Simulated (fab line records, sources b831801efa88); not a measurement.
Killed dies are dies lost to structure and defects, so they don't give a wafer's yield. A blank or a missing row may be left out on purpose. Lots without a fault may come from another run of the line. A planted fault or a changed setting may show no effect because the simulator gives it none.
fab line records | flow sky130
record lots=6 wafers=18 last_day=50
route steps=708 shown NWELL@82 PWDE@84 VT_ADJUST_HVTP@85 PAD_OPEN@708
lots that met no fault: from a run of the same line without faults
start_h: hours from the record's first day to the start of the lot's first wafer shown | wait_h: hours since the lot's step before | " the same as in the row above | L1.1+2: a row that stands for several wafers | - no value, or no start given | * or withheld: withheld | < > ~ a bound
route shown NAME@n: a module of which the file shows steps, and the number in the route of the first | usual: mean/standard deviation of fault-free wafers | same: alike in all rows | chamber/n: place in a boat | sites: the reading at each site | _std_site: their standard deviation | _edge_site: outer sites' mean less inner sites' | radius_mm: how far each site lies from the wafer's centre | mask NAME#n: copy n | behind: the tool/chamber that last shaped the wafer | hold: why the lot was held/for how many hours/how that ended | device: the transistor (n, p or np) that didn't switch | end of line: the same wafers' tests at the end of the route | a step without rows: its recipe alone | killed: dies lost to structure and defects at the first sort, not the wafer's yield | map: a wafer's dies, x killed, . not, _ none there
set.NAME: the setting as run; set.NAME@STEP: as run at that earlier step | model.NAME: the simulator's own value behind a step, which no gauge read
lots at some steps of the route; a table a step, a row a wafer
services: from which hour (start_h, from the record's first day; less than 0 if before it) a tool's chamber was out of use, for how many hours, and why
## steps
# step SKY_NWELL_RS_MEAS_29
# recipe thk_meas_gauge=four-point-probe
# usual NWELL_RS=625.2/1.5
# columns lot.wafer tool chamber start_h wait_h NWELL_RS[ohm/sq]
L701.1 film_metro-04 - 115.94 0.1 624.9
L701.3 " - " " 622.7
L701.5 " - " " 624.6
L702.1 film_metro-04 - 120.52 0.1 623.8
L702.3 " - " " 624.6
L702.5 " - " " 624.5
L709.4 film_metro-03 - 163.41 0.1 622.9
L709.5 " - " " 623.3
L709.6 " - " " 624.3
L710.1 film_metro-04 - 168.00 0.1 626.3
L710.4 " - " " 625.5
L710.5 " - " " 626.2
L713.2 film_metro-03 - 192.49 0.1 624.8
L713.4 " - " " 625.6
L713.5 " - " " 625.1
L721.2 film_metro-03 - 244.51 0.1 624.7
L721.3 " - " " 622.1
L721.4 " - " " 625.1
# step SKY_NWELL_RS_MEAS_31
# recipe thk_meas_gauge=four-point-probe
# usual PWDE_RS=5276/16
# columns lot.wafer tool chamber start_h wait_h PWDE_RS[ohm/sq]
L701.1 film_metro-04 - 116.18 0.1 5243
L701.3 " - " " 5250
L701.5 " - " " 5255
L702.1 film_metro-04 - 120.76 0.1 5267
L702.3 " - " " 5280
L702.5 " - " " 5256
L709.4 film_metro-03 - 163.65 0.1 5276
L709.5 " - " " 5278
L709.6 " - " " 5269
L710.1 film_metro-04 - 168.24 0.1 5295
L710.4 " - " " 5300
L710.5 " - " " 5293
L713.2 film_metro-03 - 192.73 0.1 5308
L713.4 " - " " 5282
L713.5 " - " " 5265
L721.2 film_metro-03 - 244.75 0.1 5290
L721.3 " - " " 5287
L721.4 " - " " 5281
# step SKY_VT_ADJUST_HVTP_DEHYDRATE_00
# recipe temp_c=200 time_s=60
# step SKY_VT_ADJUST_HVTP_HMDS_01
# recipe prime_time_s=60 prime_temp_c=120
# step SKY_VT_ADJUST_HVTP_COAT_02
# recipe resist=NOVOLAK spin_rpm=3000 resist_thk_nm=1140
# step SKY_VT_ADJUST_HVTP_SOFTBAKE_03
# recipe temp_c=90 time_s=60 resist=NOVOLAK
# step SKY_VT_ADJUST_HVTP_EXPOSE_04
# recipe mask_id=HVTPM na=0.6 source_shape=conventional sigma_outer=0.6 polarization=unpolarized target_cd_nm=380 dose_mj=140
# step SKY_VT_ADJUST_HVTP_PEB_05
# recipe temp_c=withheld time_s=* resist=NOVOLAK
# step SKY_VT_ADJUST_HVTP_DEVELOP_06
# recipe resist=NOVOLAK developer=TMAH develop_time_s=60 dev_temp_c=23
# step SKY_VT_ADJUST_HVTP_CD_MEAS_07
# recipe target_cd_nm=380
# usual cd_nm=380.0/2.3
# columns lot.wafer tool chamber start_h wait_h cd_nm
L701.1 cd_sem-01 - 133.62 0.1 381.5
L701.3 " - " " 380.5
L701.5 " - " " 379.8
L702.1 cd_sem-01 - 138.34 0.1 381.0
L702.3 " - " " 378.9
L702.5 " - " " 379.0
L709.4 cd_sem-01 - 184.65 0.1 380.3
L709.5 " - " " 377.3
L709.6 " - " " 378.6
L710.1 cd_sem-02 - 188.53 0.1 379.6
L710.4 " - " " 379.3
L710.5 " - " " 377.8
L713.2 cd_sem-01 - 213.91 0.1 376.3
L713.4 " - " " 378.1
L713.5 " - " " 377.5
L721.2 cd_sem-02 - 268.26 0.1 382.9
L721.3 " - " " 382.6
L721.4 " - " " 384.3
# step SKY_VT_ADJUST_HVTP_OVL_MEAS_08
# usual VT_ADJUST_HVTP_OVL=1.5/1.3
# columns lot.wafer tool chamber start_h wait_h VT_ADJUST_HVTP_OVL[nm]
L701.1 overlay-02 - 133.74 0.1 1.9
L701.3 " - " " 0.6
L701.5 " - " " 3.4
L702.1 overlay-01 - 138.46 0.1 1.7
L702.3 " - " " 1.0
L702.5 " - " " 1.0
L709.4 overlay-02 - 184.73 0.1 0.7
L709.5 " - " " 1.5
L709.6 " - " " 1.1
L710.1 overlay-02 - 188.65 0.1 2.3
L710.4 " - " " 2.4
L710.5 " - " " 2.5
L713.2 overlay-02 - 214.02 0.1 3.9
L713.4 " - " " 3.1
L713.5 " - " " 3.4
L721.2 overlay-01 - 268.37 0.1 0.8
L721.3 " - " " 1.2
L721.4 " - " " -0.3
# step SKY_VT_ADJUST_HVTP_IMPLANT_09
# recipe species=As energy_kev=150 dose_cm2=4.3e+12 tilt_deg=withheld
# usual beam_energy_keV=149.99/0.051
# columns lot.wafer tool chamber start_h wait_h beam_energy_keV model.implant.rp_nm model.implant.drp_nm
L701.1 implanter-04 0 133.78 0.0 149.93 85.45 33.4
L701.3 " 0 " " 149.94 85.45 33.4
L701.5 " 0 " " 149.96 85.45 33.4
L702.1 implanter-01 0 138.50 0.0 149.91 83.79 33.4
L702.3 " 0 " " 149.95 83.79 33.4
L702.5 " 0 " " 149.93 83.79 33.4
L709.4 implanter-04 0 184.82 0.1 163.74 91.3 35.91
L709.5 " 0 " " 163.69 91.3 35.91
L709.6 " 0 " " 163.70 91.3 35.91
L710.1 implanter-04 0 188.68 0.0 163.70 89.07 35.91
L710.4 " 0 " " 163.67 89.07 35.91
L710.5 " 0 " " 163.72 89.07 35.91
L713.2 implanter-02 0 214.07 0.0 149.97 83.04 33.4
L713.4 " 0 " " 149.97 83.04 33.4
L713.5 " 0 " " 149.99 83.04 33.4
L721.2 implanter-02 0 268.42 0.0 149.99 82.06 33.4
L721.3 " 0 " " 150.02 82.06 33.4
L721.4 " 0 " " 150.05 82.06 33.4
# step SKY_VT_ADJUST_HVTP_STRIP_10
# recipe chemistry=O2/N2 power_w=1400 pressure_mtorr=1500 platen_temp_c=withheld o2_flow_sccm=3000 n2_flow_sccm=300 overash_fraction=0.5
# usual drypump_motor_current_A=5.6/0.41 oes_product_au=0.716/0.0047 strip_time_to_endpoint_s=14.16/0.049
# columns lot.wafer tool chamber start_h wait_h drypump_motor_current_A oes_product_au rf_hours_counter_h strip_time_to_endpoint_s
L701.1 plasma_asher-03 0 133.93 0.1 6.0 0.713 45 14.06
L701.3 " 1 " " 5.4 0.715 - 14.10
L701.5 " 1 " " 5.4 0.720 - 14.08
L702.1 plasma_asher-03 0 138.65 0.1 6.0 0.718 46 14.11
L702.3 " 0 " " 6.0 0.718 - 14.14
L702.5 " 1 " " 5.4 0.713 - 14.12
L709.4 plasma_asher-02 0 184.93 0.1 5.8 0.716 - 14.20
L709.5 " 0 " " 5.8 0.719 - 14.20
L709.6 " 1 " " 4.8 0.715 - 14.17
L710.1 plasma_asher-03 1 188.83 0.1 5.4 0.717 51 14.18
L710.4 " 0 " " 6.0 0.709 - 14.18
L710.5 " 0 " " 6.0 0.724 - 14.15
L713.2 plasma_asher-03 1 214.20 0.1 5.4 0.706 53 14.19
L713.4 " 0 " " 6.0 0.713 - 14.23
L713.5 " 1 " " 5.4 0.717 - 14.24
L721.2 plasma_asher-03 1 268.55 0.1 5.4 0.718 57 14.04
L721.3 " 1 " " 5.4 0.712 - 14.10
L721.4 " 0 " " 6.0 0.717 - 14.09
# step SKY_PAD_OPEN_PROBE_99
# usual killed_at_M0_to_M3=44/7.3 killed_at_M4_up=3.1/1.6 killed_at_contacts=24/5.4 killed_at_front_end=15/4 killed_at_other=0.2/0.49 killed_dies=86/10 killed_open=48/7.3 killed_short=38/6.3
# same gross_dies=492 killed_at_back_side=0
# columns lot.wafer tool chamber start_h wait_h killed_at_M0_to_M3 killed_at_M4_up killed_at_contacts killed_at_front_end killed_at_other killed_dies killed_open killed_short model.etest.tip_p.rs_ohm_sq model.etest.pfet_01v8.r_on_ohm_um model.etest.pfet_01v8.drive_ua_um model.etest.pfet_01v8_mvt.drive_ua_um model.etest.pfet_01v8_hvt.drive_ua_um model.etest.sram_pfet_latch.drive_ua_um model.etest.pfet_01v8_mvt.off_log10_a_um model.etest.pfet_01v8.off_log10_a_um
L701.1 prober-02 - 1084.33 0.1 36 4 30 8 0 78 51 27 6813 2914 191.4 153.7 142.9 139.8 -10.35 -9.68
L701.3 prober-02 - 1084.43 0.2 42 2 25 14 0 83 47 36 6803 2844 199.1 157.4 147.6 146.7 -10.19 -9.155
L701.5 prober-02 - 1084.53 0.2 36 3 31 18 0 88 50 38 6819 2918 193 153 144.6 144.8 -10.3 -9.426
L702.1 prober-01 - 1091.54 0.1 54 2 20 15 0 91 45 46 6869 2876 192.7 152.4 144.5 143.6 -10.78 -9.69
L702.3 prober-01 - 1091.64 0.2 45 0 27 26 0 98 57 41 6876 2895 192.6 151.3 141.6 147.6 -10.71 -9.613
L702.5 prober-01 - 1091.74 0.2 37 4 27 20 1 89 57 32 6908 2898 192.3 151.1 143.4 141.7 -10.81 -9.651
L709.4 prober-02 - 1134.78 0.2 39 3 23 11 0 76 48 28 6612 2773 205 163 152.9 153.3 -9.527 -8.789
L709.5 prober-02 - 1134.83 0.2 55 4 20 12 0 91 48 43 6622 2798 202.1 162.9 152.3 150.3 -9.455 -8.927
L709.6 prober-02 - 1134.88 0.2 33 3 23 14 0 73 37 36 6625 2748 210 164.7 156.5 157.4 -9.441 -8.783
L710.1 prober-01 - 1136.60 0.1 45 1 32 15 0 93 55 38 6645 2788 200.7 158.3 148.6 150.9 -9.912 -9.329
L710.4 prober-01 - 1136.75 0.2 59 0 30 16 0 105 57 48 6690 2787 203.4 161.1 154.3 157.4 -10.1 -9.181
L710.5 prober-01 - 1136.80 0.2 42 0 23 21 1 87 47 40 6601 2781 204.5 162.4 153.4 149.6 -9.934 -9.263
L713.2 prober-02 - 1161.03 0.1 42 1 17 7 0 67 36 31 6890 2910 191.9 149.4 140.6 142.9 -11.05 -10.32
L713.4 prober-02 - 1161.13 0.2 51 3 14 9 1 78 42 36 6896 2786 202.2 155.8 151.3 149.9 -10.81 -9.422
L713.5 prober-02 - 1161.18 0.2 34 2 15 11 0 62 31 31 6963 2794 199.6 153.8 149.1 146.6 -10.89 -9.794
L721.2 prober-02 - 1197.67 0.1 32 6 34 17 0 89 52 37 6889 3021 185.2 146.6 135.2 136.4 -11.01 -10.34
L721.3 prober-02 - 1197.72 0.2 60 2 24 12 0 98 52 46 6891 2916 191.6 148.8 140.9 142 -10.93 -9.903
L721.4 prober-02 - 1197.77 0.2 50 5 35 12 0 102 66 36 6883 3019 181.4 146.2 134.7 135.5 -11.09 -10.3
# killed by level:class
L701.1 VIA1:geometric_particle:open=13 LI_CONTACT:geometric_particle:open=12 VIA3:geometric_particle:open=8 CONTACT:geometric_particle:open=7 CONTACT:geometric_particle:short=6 VIA2:geometric_particle:open=4 VIA3:geometric_particle:short=4 SPACER:geometric_particle:short=3
L701.3 VIA1:geometric_particle:open=11 CONTACT:geometric_particle:open=8 CONTACT:geometric_particle:short=7 METAL2:geometric_particle:short=7 VIA2:geometric_particle:open=6 LI_CONTACT:geometric_particle:open=6 FIELD_ISO:geometric_particle:open=4 VIA3:geometric_particle:short=4
L701.5 VIA3:geometric_particle:open=15 CONTACT:geometric_particle:open=12 LOCAL_INTERCONNECT:geometric_particle:short=7 VIA1:geometric_particle:open=6 FIELD_ISO:geometric_particle:open=4 FIELD_ISO:geometric_particle:short=4 LI_CONTACT:geometric_particle:open=4 VIA1:geometric_particle:short=4
L702.1 VIA3:geometric_particle:open=10 VIA1:geometric_particle:open=8 METAL1:geometric_particle:short=8 METAL2:geometric_particle:short=7 VIA2:geometric_particle:open=7 LOCAL_INTERCONNECT:geometric_particle:short=6 CONTACT:geometric_particle:short=6 FIELD_ISO:geometric_particle:open=5
L702.3 VIA1:geometric_particle:open=13 CONTACT:geometric_particle:open=9 FIELD_ISO:geometric_particle:open=7 VIA1:geometric_particle:short=7 LI_CONTACT:geometric_particle:open=6 CONTACT:geometric_particle:short=6 METAL1:geometric_particle:short=6 VIA3:geometric_particle:open=6
L702.5 CONTACT:geometric_particle:open=10 VIA3:geometric_particle:open=9 LI_CONTACT:geometric_particle:open=8 VIA1:geometric_particle:open=8 CONTACT:geometric_particle:short=6 VIA2:geometric_particle:open=5 FIELD_ISO:geometric_particle:open=5 FIELD_ISO:geometric_particle:short=5
L709.4 VIA1:geometric_particle:open=9 VIA3:geometric_particle:open=8 CONTACT:geometric_particle:open=7 VIA2:geometric_particle:open=7 LI_CONTACT:geometric_particle:open=6 FIELD_ISO:geometric_particle:open=5 LOCAL_INTERCONNECT:geometric_particle:short=5 VIA1:geometric_particle:short=5
L709.5 VIA1:geometric_particle:open=14 CONTACT:geometric_particle:open=11 VIA2:geometric_particle:open=8 METAL1:geometric_particle:short=6 VIA1:geometric_particle:short=6 METAL3:geometric_particle:short=6 VIA2:geometric_particle:short=5 POLY_GATE:geometric_particle:open=4
L709.6 CONTACT:geometric_particle:open=8 VIA1:geometric_particle:open=8 LI_CONTACT:geometric_particle:open=6 POLY_GATE:geometric_particle:open=5 METAL2:geometric_particle:short=5 METAL1:geometric_particle:short=4 CONTACT:geometric_particle:short=4 VIA3:geometric_particle:short=4
L710.1 CONTACT:geometric_particle:open=16 METAL1:geometric_particle:short=10 VIA2:geometric_particle:open=9 LI_CONTACT:geometric_particle:open=8 VIA1:geometric_particle:open=8 POLY_GATE:geometric_particle:open=6 POLY_GATE:geometric_particle:short=4 CONTACT:geometric_particle:short=4
L710.4 CONTACT:geometric_particle:open=14 VIA1:geometric_particle:open=10 LI_CONTACT:geometric_particle:open=7 METAL1:geometric_particle:short=7 VIA3:geometric_particle:open=7 METAL2:geometric_particle:short=6 METAL3:geometric_particle:short=6 VIA3:geometric_particle:short=6
L710.5 VIA1:geometric_particle:open=9 CONTACT:geometric_particle:open=7 VIA2:geometric_particle:open=7 FIELD_ISO:geometric_particle:open=5 POLY_GATE:geometric_particle:short=5 LOCAL_INTERCONNECT:geometric_particle:short=5 VIA2:geometric_particle:short=5 VIA3:geometric_particle:open=5
L713.2 VIA1:geometric_particle:open=10 CONTACT:geometric_particle:open=7 METAL1:geometric_particle:short=7 METAL2:geometric_particle:short=6 LI_CONTACT:geometric_particle:open=5 VIA2:geometric_particle:open=5 VIA3:geometric_particle:open=4 CONTACT:geometric_particle:short=3
L713.4 VIA1:geometric_particle:open=16 METAL1:geometric_particle:short=8 VIA3:geometric_particle:open=7 CONTACT:geometric_particle:open=5 VIA1:geometric_particle:short=5 METAL2:geometric_particle:short=4 VIA2:geometric_particle:open=4 FIELD_ISO:geometric_particle:short=3
L713.5 METAL1:geometric_particle:short=7 CONTACT:geometric_particle:open=6 VIA2:geometric_particle:open=6 VIA1:geometric_particle:open=5 LI_CONTACT:geometric_particle:open=5 METAL3:geometric_particle:short=4 POLY_GATE:geometric_particle:open=3 LOCAL_INTERCONNECT:geometric_particle:short=3
L721.2 CONTACT:geometric_particle:open=15 LI_CONTACT:geometric_particle:open=10 METAL1:geometric_particle:short=7 VIA1:geometric_particle:open=7 VIA2:geometric_particle:open=6 POLY_GATE:geometric_particle:open=5 LOCAL_INTERCONNECT:geometric_particle:short=5 METAL4:geometric_particle:short=5
L721.3 VIA1:geometric_particle:open=15 CONTACT:geometric_particle:open=11 VIA1:geometric_particle:short=9 METAL1:geometric_particle:short=7 VIA2:geometric_particle:open=6 METAL2:geometric_particle:short=6 POLY_GATE:geometric_particle:short=4 LI_CONTACT:geometric_particle:short=4
L721.4 CONTACT:geometric_particle:open=17 VIA1:geometric_particle:open=15 LI_CONTACT:geometric_particle:open=13 VIA2:geometric_particle:open=7 VIA1:geometric_particle:short=6 VIA3:geometric_particle:open=6 POLY_GATE:geometric_particle:short=4 METAL1:geometric_particle:short=4
## services
# columns tool chamber start_h hours kind
implanter-01 - 126.41 1.6 repair
implanter-02 - 142.71 0.5 repair
implanter-01 - 167.87 1.3 repair
plasma_asher-02 - 170.31 2.8 pm
implanter-04 - 206.14 3.6 pm
plasma_asher-02 - 226.23 2.9 repair
implanter-04 - 235.87 2.9 repair
plasma_asher-03 - 236.25 8.5 repair
## key
first_sign step=SKY_VT_ADJUST_HVTP_IMPLANT_09 reading=beam_energy_keV direction=up sigmas=99+ usual=* struck=*
effect none on later readings
model_effect step=SKY_VT_ADJUST_HVTP_IMPLANT_09 value=implant.rp_nm without=83 struck=90.18
model_effect step=SKY_PAD_OPEN_PROBE_99 value=etest.tip_p.rs_ohm_sq without=6919 struck=6633
met_at SKY_VT_ADJUST_HVTP_IMPLANT_09
struck_wafers L709.4,L709.5,L709.6,L710.1,L710.4,L710.5
tester_left_out L709,L710
onset_between 133.78 184.82
fault kind=process_parameter_drift tool=implanter-04 chamber=- onset_h=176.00 steps=SKY_VT_ADJUST_HVTP_IMPLANT_09 channel=energy_kev offset=* shape=step end_h=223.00 acts_in=* stated=*
# tester_left_out: of these lots the tester's yield and bins aren't shown, on N5 and GAA mostly nor the transistor test; their killed dies are dies lost to structure and defects alone, not to doping, threshold or leakage, so they don't give the yield
